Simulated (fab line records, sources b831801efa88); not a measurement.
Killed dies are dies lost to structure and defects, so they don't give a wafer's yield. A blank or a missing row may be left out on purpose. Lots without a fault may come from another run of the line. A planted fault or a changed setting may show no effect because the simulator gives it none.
fab line records | flow sky130
record lots=6 wafers=18 last_day=50
route steps=708 shown FIELD_ISO@22 NWELL@32 DNWELL@35 PAD_OPEN@708
lots that met no fault: from a run of the same line without faults
start_h: hours from the record's first day to the start of the lot's first wafer shown | wait_h: hours since the lot's step before | " the same as in the row above | L1.1+2: a row that stands for several wafers | - no value, or no start given | * or withheld: withheld | < > ~ a bound
route shown NAME@n: a module of which the file shows steps, and the number in the route of the first | usual: mean/standard deviation of fault-free wafers | same: alike in all rows | chamber/n: place in a boat | sites: the reading at each site | _std_site: their standard deviation | _edge_site: outer sites' mean less inner sites' | radius_mm: how far each site lies from the wafer's centre | mask NAME#n: copy n | behind: the tool/chamber that last shaped the wafer | hold: why the lot was held/for how many hours/how that ended | device: the transistor (n, p or np) that didn't switch | end of line: the same wafers' tests at the end of the route | a step without rows: its recipe alone | killed: dies lost to structure and defects at the first sort, not the wafer's yield | map: a wafer's dies, x killed, . not, _ none there
set.NAME: the setting as run; set.NAME@STEP: as run at that earlier step | model.NAME: the simulator's own value behind a step, which no gauge read
lots at some steps of the route; a table a step, a row a wafer
services: from which hour (start_h, from the record's first day; less than 0 if before it) a tool's chamber was out of use, for how many hours, and why
## steps
# step SKY_FIELD_ISO_WET_ETCH_21
# recipe chemistry=dHF dilution=100:1 target_depth_nm=20 dry=ipa_marangoni target=SiO2 temp_c=25 time_s=400
# step SKY_FIELD_ISO_OXIDATION_22
# recipe temp_c=950 ambient=O2 stabilise_s=600 purge_s=300 target_thk_a=100 ox_time_s=623
# step SKY_FIELD_ISO_THK_MEAS_23
# recipe reads=SiO2_of_FIELD_ISO_OXIDATION_22
# usual FIELD_ISO_OXIDATION_01_THK=10.02/0.18
# columns lot.wafer tool chamber start_h wait_h FIELD_ISO_OXIDATION_01_THK[nm]
L863.1 film_metro-01 - 50.80 0.0 10.22
L863.2 " - " " 10.11
L863.3 " - " " 10.17
L865.2 film_metro-01 - 64.54 0.0 10.11
L865.3 " - " " 10.30
L865.4 " - " " 10.14
L875.2 film_metro-01 - 114.25 0.0 9.99
L875.3 " - " " 9.83
L875.6 " - " " 9.77
L876.1 film_metro-02 - 119.57 0.0 9.49
L876.4 " - " " 9.59
L876.5 " - " " 9.67
L878.2 film_metro-02 - 128.97 0.0 10.04
L878.4 " - " " 10.22
L878.6 " - " " 10.29
L881.4 film_metro-04 - 145.15 0.0 10.17
L881.5 " - " " 10.00
L881.6 " - " " 10.15
# step SKY_FIELD_ISO_CVD_24
# recipe material=SiO2 target_thk_nm=595 temp_c=650 sigma_open_frac=0.3 time_s=99.2 sih4_flow_sccm=60 pressure_mtorr=6
# step SKY_FIELD_ISO_THK_MEAS_25
# recipe reads=SiO2_of_FIELD_ISO_CVD_24
# usual FIELD_ISO_CVD_24_THK=596/7
# columns lot.wafer tool chamber start_h wait_h FIELD_ISO_CVD_24_THK[nm]
L863.1 film_metro-04 - 50.93 0.0 591
L863.2 " - " " 595
L863.3 " - " " 595
L865.2 film_metro-02 - 64.67 0.0 597
L865.3 " - " " 589
L865.4 " - " " 602
L875.2 film_metro-02 - 114.38 0.0 597
L875.3 " - " " 591
L875.6 " - " " 584
L876.1 film_metro-04 - 119.70 0.0 593
L876.4 " - " " 582
L876.5 " - " " 586
L878.2 film_metro-01 - 129.10 0.0 600
L878.4 " - " " 599
L878.6 " - " " 601
L881.4 film_metro-04 - 145.28 0.0 594
L881.5 " - " " 594
L881.6 " - " " 594
# step SKY_FIELD_ISO_ANNEAL_26
# recipe temp_c=1000 time_s=1800 ambient=N2
# step SKY_FIELD_ISO_CMP_27
# recipe stop_on=Si3N4 t_overpolish_s=16 down_force_psi=4 platen_rpm=60 target_thk_nm=457.8 pad_velocity_m_s=0.94248
# usual motor_current_A=11.2/1 overpolish_run_s=16.000/0.0087 slurry_filter_dp_kPa=13.50/0.12 time_to_endpoint_s=113/4.5
# columns lot.wafer tool chamber start_h wait_h motor_current_A overpolish_run_s slurry_filter_dp_kPa time_to_endpoint_s
L863.1 cmp-02 3 55.04 0.0 9.2 16.000 13.29 117
L863.3 " 1 " " 13.7 15.987 13.44 114
L863.2 " 2 " " 11.4 16.001 13.64 108
L865.3 cmp-02 0 66.27 0.1 13.0 16.029 13.26 101
L865.2 " 1 " " 12.4 16.008 13.58 112
L865.4 " 2 " " 10.7 15.993 13.40 110
L875.3 cmp-01 1 115.93 0.0 10.9 16.004 13.48 114
L875.2 " 3 " " 10.8 15.988 13.39 108
L875.6 " 1 " " 10.7 15.993 13.54 113
L876.4 cmp-02 1 121.36 0.1 13.1 15.992 13.53 112
L876.1 " 2 " " 10.7 15.984 13.43 107
L876.5 " 0 " " 13.3 15.992 13.48 107
L878.4 cmp-01 2 130.65 0.0 10.8 16.009 13.53 118
L878.2 " 1 " " 11.4 16.009 13.35 119
L878.6 " 2 " " 11.0 15.992 13.60 120
L881.4 cmp-02 3 147.82 0.0 9.7 16.006 13.35 120
L881.6 " 3 " " 10.7 16.000 13.40 120
L881.5 " 0 " " 13.0 15.999 13.52 112
# step SKY_FIELD_ISO_WET_ETCH_28
# recipe chemistry=dHF target_depth_nm=23.7 target=SiO2 dilution=10:1 temp_c=25 time_s=47
# step SKY_FIELD_ISO_WET_ETCH_29
# recipe chemistry=H3PO4 target_depth_nm=160 target=Si3N4 temp_c=160 time_s=1825
# step SKY_FIELD_ISO_WET_ETCH_30
# recipe chemistry=dHF target_depth_nm=25 target=SiO2 dilution=10:1 temp_c=25 time_s=50
# step SKY_NWELL_CLEAN_00
# recipe chemistry=SC1/SC2 mix=1:4:20 temp_c=70 time_s=150 dry=n2_spin
# step SKY_NWELL_OXIDATION_01
# recipe temp_c=900 ambient=O2 stabilise_s=600 purge_s=300 target_thk_a=100 ox_time_s=1418
# step SKY_NWELL_THK_MEAS_02
# recipe reads=SiO2_of_NWELL_OXIDATION_01
# usual NWELL_OXIDATION_THK=10.08/0.21
# columns lot.wafer tool chamber start_h wait_h NWELL_OXIDATION_THK[nm]
L863.1 film_metro-02 - 58.56 0.0 10.00
L863.2 " - " " 9.82
L863.3 " - " " 9.82
L865.2 film_metro-01 - 70.55 0.0 10.44
L865.3 " - " " 10.58
L865.4 " - " " 10.18
L875.2 film_metro-01 - 118.87 0.0 11.57
L875.3 " - " " 11.45
L875.6 " - " " 11.48
L876.1 film_metro-01 - 123.56 0.0 10.87
L876.4 " - " " 10.75
L876.5 " - " " 10.83
L878.2 film_metro-03 - 133.04 0.0 10.20
L878.4 " - " " 10.29
L878.6 " - " " 10.33
L881.4 film_metro-03 - 150.20 0.0 10.08
L881.5 " - " " 10.09
L881.6 " - " " 9.96
# step SKY_DNWELL_DEHYDRATE_00
# recipe temp_c=200 time_s=60
# step SKY_PAD_OPEN_PROBE_99
# usual killed_at_M0_to_M3=43/7.9 killed_at_M4_up=2.9/1.8 killed_at_contacts=24/5.5 killed_at_front_end=15/4.2 killed_at_other=0.2/0.46 killed_dies=86/11 killed_open=47/8.1 killed_short=39/6.4
# same gross_dies=492 killed_at_back_side=0
# columns lot.wafer tool chamber start_h wait_h killed_at_M0_to_M3 killed_at_M4_up killed_at_contacts killed_at_front_end killed_at_other killed_dies killed_open killed_short
L863.1 prober-01 - 1111.16 0.1 40 5 29 16 0 90 47 43
L863.2 prober-01 - 1111.21 0.1 32 4 27 12 0 75 48 27
L863.3 prober-01 - 1111.26 0.2 37 0 25 13 0 75 36 39
L865.2 prober-02 - 1123.70 0.1 53 4 15 15 0 87 51 36
L865.3 prober-02 - 1123.75 0.2 37 4 25 14 0 80 43 37
L865.4 prober-02 - 1123.80 0.2 44 1 26 17 0 88 52 36
L876.1 prober-02 - 1177.08 0.1 48 3 28 11 0 90 41 49
L876.4 prober-02 - 1177.23 0.2 42 4 26 11 0 83 39 44
L876.5 prober-02 - 1177.28 0.2 39 3 25 19 1 87 53 34
L878.2 prober-02 - 1185.13 0.1 42 2 30 25 1 100 51 49
L878.4 prober-02 - 1185.23 0.2 50 4 24 20 0 98 50 48
L878.6 prober-02 - 1185.33 0.2 35 2 24 7 0 68 33 35
L881.4 prober-01 - 1197.03 0.2 54 3 19 18 1 95 58 37
L881.5 prober-01 - 1197.08 0.2 49 2 20 18 0 89 51 38
L881.6 prober-01 - 1197.13 0.2 42 5 18 19 1 85 50 35
# killed by level:class
L863.1 VIA1:geometric_particle:open=14 CONTACT:geometric_particle:open=11 VIA1:geometric_particle:short=8 FIELD_ISO:geometric_particle:short=7 LI_CONTACT:geometric_particle:open=7 CONTACT:geometric_particle:short=6 FIELD_ISO:geometric_particle:open=4 VIA2:geometric_particle:open=4
L863.2 CONTACT:geometric_particle:open=14 POLY_GATE:geometric_particle:open=6 VIA1:geometric_particle:open=6 VIA2:geometric_particle:open=6 LI_CONTACT:geometric_particle:open=5 FIELD_ISO:geometric_particle:open=4 METAL2:geometric_particle:short=4 CONTACT:geometric_particle:short=4
L863.3 CONTACT:geometric_particle:short=6 LOCAL_INTERCONNECT:geometric_particle:short=6 CONTACT:geometric_particle:open=6 VIA1:geometric_particle:open=6 VIA3:geometric_particle:open=6 LI_CONTACT:geometric_particle:open=5 METAL1:geometric_particle:short=5 VIA2:geometric_particle:open=5
L865.2 VIA1:geometric_particle:open=9 VIA2:geometric_particle:open=9 VIA3:geometric_particle:open=9 CONTACT:geometric_particle:open=7 FIELD_ISO:geometric_particle:open=6 VIA1:geometric_particle:short=5 METAL1:geometric_particle:short=5 LI_CONTACT:geometric_particle:open=4
L865.3 CONTACT:geometric_particle:open=9 VIA1:geometric_particle:short=7 VIA3:geometric_particle:open=7 FIELD_ISO:geometric_particle:open=5 VIA1:geometric_particle:open=5 CONTACT:geometric_particle:short=5 LOCAL_INTERCONNECT:geometric_particle:short=5 VIA3:geometric_particle:short=5
L865.4 VIA1:geometric_particle:open=13 CONTACT:geometric_particle:open=8 CONTACT:geometric_particle:short=7 LI_CONTACT:geometric_particle:open=6 VIA2:geometric_particle:open=6 VIA3:geometric_particle:open=6 FIELD_ISO:geometric_particle:short=5 LOCAL_INTERCONNECT:geometric_particle:short=4
L876.1 LOCAL_INTERCONNECT:geometric_particle:short=9 CONTACT:geometric_particle:open=9 VIA1:geometric_particle:open=8 VIA3:geometric_particle:open=7 VIA2:geometric_particle:open=6 VIA3:geometric_particle:short=6 VIA2:geometric_particle:short=5 POLY_GATE:geometric_particle:short=5
L876.4 CONTACT:geometric_particle:open=10 VIA1:geometric_particle:open=6 VIA1:geometric_particle:short=6 VIA2:geometric_particle:open=6 VIA3:geometric_particle:short=5 LOCAL_INTERCONNECT:geometric_particle:short=5 VIA3:geometric_particle:open=5 CONTACT:geometric_particle:short=4
L876.5 VIA1:geometric_particle:open=16 LI_CONTACT:geometric_particle:open=8 CONTACT:geometric_particle:open=7 POLY_GATE:geometric_particle:short=7 VIA2:geometric_particle:open=5 FIELD_ISO:geometric_particle:open=4 METAL2:geometric_particle:short=4 POLY_GATE:geometric_particle:open=4
L878.2 VIA1:geometric_particle:open=11 CONTACT:geometric_particle:open=9 FIELD_ISO:geometric_particle:open=7 VIA1:geometric_particle:short=7 METAL3:geometric_particle:short=7 FIELD_ISO:geometric_particle:short=6 LI_CONTACT:geometric_particle:open=6 LOCAL_INTERCONNECT:geometric_particle:short=6
L878.4 FIELD_ISO:geometric_particle:open=9 VIA1:geometric_particle:open=8 CONTACT:geometric_particle:short=7 VIA2:geometric_particle:open=7 VIA3:geometric_particle:open=7 VIA2:geometric_particle:short=6 LI_CONTACT:geometric_particle:open=5 METAL3:geometric_particle:short=5
L878.6 VIA1:geometric_particle:open=11 CONTACT:geometric_particle:open=7 METAL1:geometric_particle:short=6 METAL2:geometric_particle:short=5 LI_CONTACT:geometric_particle:short=5 VIA2:geometric_particle:open=5 FIELD_ISO:geometric_particle:short=4 CONTACT:geometric_particle:short=4
L881.4 VIA2:geometric_particle:open=12 VIA1:geometric_particle:open=10 VIA3:geometric_particle:open=9 LI_CONTACT:geometric_particle:open=8 FIELD_ISO:geometric_particle:short=6 POLY_GATE:geometric_particle:open=6 VIA1:geometric_particle:short=6 CONTACT:geometric_particle:open=5
L881.5 VIA1:geometric_particle:open=12 LI_CONTACT:geometric_particle:open=11 VIA2:geometric_particle:open=10 VIA3:geometric_particle:open=8 POLY_GATE:geometric_particle:short=6 VIA1:geometric_particle:short=5 METAL2:geometric_particle:short=5 POLY_GATE:geometric_particle:open=4
L881.6 VIA1:geometric_particle:open=12 CONTACT:geometric_particle:open=7 METAL2:geometric_particle:short=7 VIA2:geometric_particle:open=6 POLY_GATE:geometric_particle:open=5 POLY_GATE:geometric_particle:short=5 LI_CONTACT:geometric_particle:open=5 VIA3:geometric_particle:open=4
## services
# columns tool chamber start_h hours kind
cmp-02 - 46.24 1.0 repair
cmp-02 - 58.27 1.5 repair
cmp-01 - 64.00 4.0 pm
cmp-01 - 68.00 - consumable_replace:conditioner
cmp-01 - 68.00 - consumable_replace:pad
cmp-02 - 72.40 1.3 repair
cmp-02 - 110.99 10.0 repair
## key
first_sign step=SKY_NWELL_THK_MEAS_02 reading=NWELL_OXIDATION_THK direction=up sigmas=5 usual=10.08 struck=11.16
effect none on later readings
met_at SKY_NWELL_THK_MEAS_02
struck_wafers L875.2,L875.3,L875.6,L876.1,L876.4,L876.5
tester_left_out L875,L876
onset_between 70.55 118.87
fault kind=metrology_matching_offset tool=film_metro-01 chamber=- onset_h=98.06 steps=SKY_NWELL_THK_MEAS_02 param=thk_nm offset=1.0263
# tester_left_out: of these lots the tester's yield and bins aren't shown, on N5 and GAA mostly nor the transistor test; their killed dies are dies lost to structure and defects alone, not to doping, threshold or leakage, so they don't give the yield
